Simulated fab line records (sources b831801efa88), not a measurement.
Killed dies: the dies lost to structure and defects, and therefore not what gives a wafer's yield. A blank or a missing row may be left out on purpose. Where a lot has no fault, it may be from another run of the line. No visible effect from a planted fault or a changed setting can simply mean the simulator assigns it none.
Which tool did it? + flow gf180mcu + 35 wafers from 12 lots sampled at 6 of the route's 602 steps

## WHAT THE GAUGES SHOWED, per wafer
GF_PSD_RS_MEAS_14: measures by four-point-probe. Usual: for NSD_RS the level is 46.19 ohm/sq and the standard deviation is 0.096.
| lot  | measured     | on            | NSD_RS (ohm/sq)                     | flag |
|------|--------------|---------------|-------------------------------------|------|
| L374 | day 14 10:20 | film metro-01 | 46.27 46.26 46.27                   |      |
| L376 | day 15 03:24 | film metro-03 | 46.27 46.29 46.23                   |      |
| L377 | day 15 10:58 | film metro-04 | 46.14 46.10 46.03                   |      |
| L379 | day 16 06:47 | film metro-03 | 46.19 46.30 46.19                   |      |
| L381 | day 16 18:52 | film metro-03 | 46.15 46.12 46.04                   |      |
| L382 | day 17 11:32 | film metro-03 | 46.26 46.13 46.28                   |      |
| L388 | day 19 23:13 | film metro-03 | 46.09 47.86 46.09 46.01 47.75 46.10 | OFF  |
| L389 | day 20 08:08 | film metro-03 | 46.16 47.98 46.12 47.87             | OFF  |
| L391 | day 21 00:30 | film metro-03 | 47.82 48.00 46.24 47.89 47.96 46.27 | OFF  |
| L392 | day 21 09:59 | film metro-01 | 46.36 46.31 46.26                   |      |
| L394 | day 22 00:13 | film metro-01 | 46.20 46.17 46.19                   |      |
| L396 | day 22 08:35 | film metro-03 | 46.24 46.26 46.28                   |      |

GF_SAB_CD_MEAS_09: the cd target is 420 nm. Usual: 420.7 nm for cd nm, sd 2.6.
| lot  | measured     | on        | cd nm (nm)        | flag |
|------|--------------|-----------|-------------------|------|
| L374 | day 15 05:42 | cd sem-02 | 419.4 420.8 418.7 |      |
| L376 | day 16 00:43 | cd sem-01 | 423.2 421.2 421.1 |      |
| L377 | day 16 08:34 | cd sem-01 | 414.6 418.3 415.9 |      |
| L379 | day 17 05:08 | cd sem-02 | 417.9 421.1 418.7 |      |
| L381 | day 17 16:38 | cd sem-01 | 423.0 421.9 422.6 |      |
| L382 | day 18 10:52 | cd sem-01 | 419.9 419.9 418.6 |      |
| L388 | day 20 22:58 | cd sem-01 | 426.2 426.4 424.1 |      |
| L389 | day 21 08:07 | cd sem-02 | 417.2 416.0       |      |
| L391 | day 22 00:31 | cd sem-01 | 421.2 422.7 421.2 |      |
| L392 | day 22 09:38 | cd sem-02 | 420.9 420.9 420.4 |      |
| L394 | day 22 23:05 | cd sem-02 | 422.4 422.8 422.9 |      |
| L396 | day 23 07:24 | cd sem-02 | 423.1 422.3 421.8 |      |

## EACH LOT AND THE TOOL THAT RAN IT (in order: tool; ch and the chambers of the sampled wafers; start)
| lot  | GF_DUAL_GATE_STRIP_13                | GF_HV_LDD_RTA_52                 | GF_NSD_IMPLANT_10               | GF_NSD_STRIP_11                      |
|------|--------------------------------------|----------------------------------|---------------------------------|--------------------------------------|
| L374 | plasma asher-03 ch 0,1, day 8 12:23  | rtp anneal-02 ch 0, day 12 14:58 | implanter-01 ch 0, day 13 13:08 | plasma asher-03 ch 0,1, day 13 13:14 |
| L376 | plasma asher-04 ch 0,1, day 9 04:11  | rtp anneal-02 ch 0, day 13 08:30 | implanter-03 ch 0, day 14 06:56 | plasma asher-01 ch 0,1, day 14 07:03 |
| L377 | plasma asher-02 ch 0,1, day 9 10:48  | rtp anneal-02 ch 0, day 13 14:15 | implanter-04 ch 0, day 14 13:49 | plasma asher-01 ch 0,1, day 14 13:57 |
| L379 | plasma asher-02 ch 0,1, day 10 02:14 | rtp anneal-01 ch 0, day 14 08:50 | implanter-01 ch 0, day 15 07:45 | plasma asher-01 ch 0,1, day 15 07:54 |
| L381 | plasma asher-03 ch 0, day 10 12:39   | rtp anneal-01 ch 0, day 14 20:14 | implanter-03 ch 0, day 15 19:55 | plasma asher-01 ch 0,1, day 15 20:03 |
| L382 | plasma asher-04 ch 0,1, day 11 01:44 | rtp anneal-02 ch 0, day 15 11:56 | implanter-01 ch 0, day 16 12:57 | plasma asher-01 ch 0,1, day 16 13:06 |
| L388 | plasma asher-02 ch 0,1, day 12 18:52 | rtp anneal-02 ch 0, day 17 19:21 | implanter-04 ch 0, day 18 21:45 | plasma asher-01 ch 0,1, day 18 21:54 |
| L389 | plasma asher-04 ch 0, day 12 23:34   | rtp anneal-01 ch 0, day 18 04:08 | implanter-04 ch 0, day 19 06:57 | plasma asher-02 ch 1, day 19 07:06   |
| L391 | plasma asher-04 ch 0,1, day 13 16:38 | rtp anneal-01 ch 0, day 18 16:14 | implanter-04 ch 0, day 19 23:32 | plasma asher-02 ch 0,1, day 19 23:40 |
| L392 | plasma asher-04 ch 1, day 14 02:59   | rtp anneal-02 ch 0, day 19 06:08 | implanter-03 ch 0, day 20 09:25 | plasma asher-03 ch 0,1, day 20 09:33 |
| L394 | plasma asher-04 ch 0,1, day 14 11:49 | rtp anneal-01 ch 0, day 19 20:38 | implanter-03 ch 0, day 20 23:34 | plasma asher-03 ch 0,1, day 20 23:42 |
| L396 | plasma asher-04 ch 0,1, day 15 01:59 | rtp anneal-02 ch 0, day 20 06:43 | implanter-03 ch 0, day 21 09:01 | plasma asher-02 ch 0,1, day 21 09:10 |
- GF_DUAL_GATE_STRIP_13: strips in O2/N2.
- GF_HV_LDD_RTA_52: time 10 s.
- GF_NSD_IMPLANT_10
- GF_NSD_STRIP_11: strips in O2/N2.

## AS READ BY THE TOOLS THEMSELVES (means over the sampled wafers that have a number; for cases with no such wafer, the mark the record gives instead)
GF_DUAL_GATE_STRIP_13. Usual: drypump motor current A 5.2 A, standard deviation 0.56; heater power w 339 W, standard deviation 16; o2 flow sccm 2999 sccm, standard deviation 10; oes product au 0.716 a.u., standard deviation 0.0045; strip time to endpoint s 12.64 s, standard deviation 0.034.
| lot  | tool            | drypump motor current A (A) | heater power w (W) | o2 flow sccm (sccm) | oes product au (a.u.) | strip time to endpoint s (s) | flag |
|------|-----------------|-----------------------------|--------------------|---------------------|-----------------------|------------------------------|------|
| L374 | plasma asher-03 | 5.4                         | 342                | 2995                | 0.718                 | 12.62                        |      |
| L376 | plasma asher-04 | 4.9                         | 325                | 2997                | 0.720                 | 12.64                        |      |
| L377 | plasma asher-02 | 5.5                         | 347                | 2995                | 0.715                 | 12.64                        |      |
| L379 | plasma asher-02 | 5.4                         | 339                | 2997                | 0.717                 | 12.68                        |      |
| L381 | plasma asher-03 | 6.5                         | 316                | 2988                | 0.719                 | 12.66                        |      |
| L382 | plasma asher-04 | 4.9                         | 341                | 3006                | 0.713                 | 12.62                        |      |
| L388 | plasma asher-02 | 5.5                         | 346                | 3001                | 0.715                 | 12.60                        |      |
| L389 | plasma asher-04 | 5.0                         | 318                | 3004                | 0.716                 | 12.59                        |      |
| L391 | plasma asher-04 | 4.9                         | 337                | 3005                | 0.713                 | 12.65                        |      |
| L392 | plasma asher-04 | 4.8                         | 352                | 2994                | 0.718                 | 12.63                        |      |
| L394 | plasma asher-04 | 4.9                         | 336                | 2997                | 0.715                 | 12.59                        |      |
| L396 | plasma asher-04 | 4.9                         | 342                | 3001                | 0.713                 | 12.68                        |      |

GF_HV_LDD_RTA_52. Usual: lamp power pct 37.3 %, standard deviation 0.81; wafer_temp_C_max 1004.8, standard deviation 0.95.
| lot  | tool          | lamp power pct (%) | wafer_temp_C_max | flag |
|------|---------------|--------------------|------------------|------|
| L374 | rtp anneal-02 | 37.9               | 1004.5           |      |
| L376 | rtp anneal-02 | 37.9               | 1004.8           |      |
| L377 | rtp anneal-02 | 37.9               | 1004.6           |      |
| L379 | rtp anneal-01 | 36.1               | 1004.1           |      |
| L381 | rtp anneal-01 | 36.1               | 1004.2           |      |
| L382 | rtp anneal-02 | 37.9               | 1005.3           |      |
| L388 | rtp anneal-02 | 37.9               | 1004.6           |      |
| L389 | rtp anneal-01 | 36.1               | 1005.5           |      |
| L391 | rtp anneal-01 | 36.1               | 1004.8           |      |
| L392 | rtp anneal-02 | 37.8               | 1004.6           |      |
| L394 | rtp anneal-01 | 36.1               | 1005.0           |      |
| L396 | rtp anneal-02 | 37.9               | 1005.4           |      |

GF_NSD_STRIP_11. Usual: drypump motor current A 5.5 A, standard deviation 0.33; heater power w 344 W, standard deviation 20; o2 flow sccm 3002 sccm, standard deviation 8.3; oes product au 0.486 a.u., standard deviation 0.0046; strip time to endpoint s 22.96 s, standard deviation 0.04.
| lot  | tool            | drypump motor current A (A) | heater power w (W) | o2 flow sccm (sccm) | oes product au (a.u.) | strip time to endpoint s (s) | flag |
|------|-----------------|-----------------------------|--------------------|---------------------|-----------------------|------------------------------|------|
| L374 | plasma asher-03 | 5.9                         | 326                | 3013                | 0.492                 | 22.95                        |      |
| L376 | plasma asher-01 | 5.5                         | 336                | 3009                | 0.488                 | 22.95                        |      |
| L377 | plasma asher-01 | 5.4                         | 357                | 2993                | 0.484                 | 23.00                        |      |
| L379 | plasma asher-01 | 5.5                         | 338                | 2997                | 0.486                 | 22.94                        |      |
| L381 | plasma asher-01 | 5.4                         | 358                | 2998                | 0.487                 | 23.01                        |      |
| L382 | plasma asher-01 | 5.5                         | 331                | 3000                | 0.492                 | 22.96                        |      |
| L388 | plasma asher-01 | 5.5                         | 339                | 3004                | 0.485                 | 22.89                        |      |
| L389 | plasma asher-02 | 5.5                         | 340                | 3009                | 0.485                 | 22.86                        |      |
| L391 | plasma asher-02 | 5.5                         | 345                | 3004                | 0.484                 | 22.83                        | OFF  |
| L392 | plasma asher-03 | 5.4                         | 342                | 3005                | 0.491                 | 22.92                        |      |
| L394 | plasma asher-03 | 6.0                         | 329                | 2997                | 0.484                 | 23.00                        |      |
| L396 | plasma asher-02 | 5.4                         | 344                | 2994                | 0.484                 | 22.92                        |      |

## THE ANSWER, worked out from the rows above alone
Rule: lot off if the mean of its wafers having a number is beyond 3 standard deviations from the usual mean. A lot without any number at a reading at which 4 lots or more have one is off too. All remaining lots with rows at the step are treated as sound. The gauges are gone through in route order, then the tools' own readings, and for those a lot's mean is taken as printed above. At the first step where some lot is off, the reading lying furthest off is the one used; lots without a number count as furthest.
Off: L388, L389, L391, at GF_PSD_RS_MEAS_14 (NSD_RS).
A tool fits if, at a process step before that reading, it ran every lot that is off, and no sound lot after the first of them. Gauges at GF_PSD_RS_MEAS_14: tried the same way as those tools. One fits: GF_NSD_IMPLANT_10 on implanter-04. A fault onset in the window from L377 (day 14 13:49, its last sound lot) to L388 (day 18 21:45, its first lot off) fits.

## WHAT HAD BEEN PUT IN BY THE SIMULATOR
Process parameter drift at GF_NSD_IMPLANT_10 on implanter-04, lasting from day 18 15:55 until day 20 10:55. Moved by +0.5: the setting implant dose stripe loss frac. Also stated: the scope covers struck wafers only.
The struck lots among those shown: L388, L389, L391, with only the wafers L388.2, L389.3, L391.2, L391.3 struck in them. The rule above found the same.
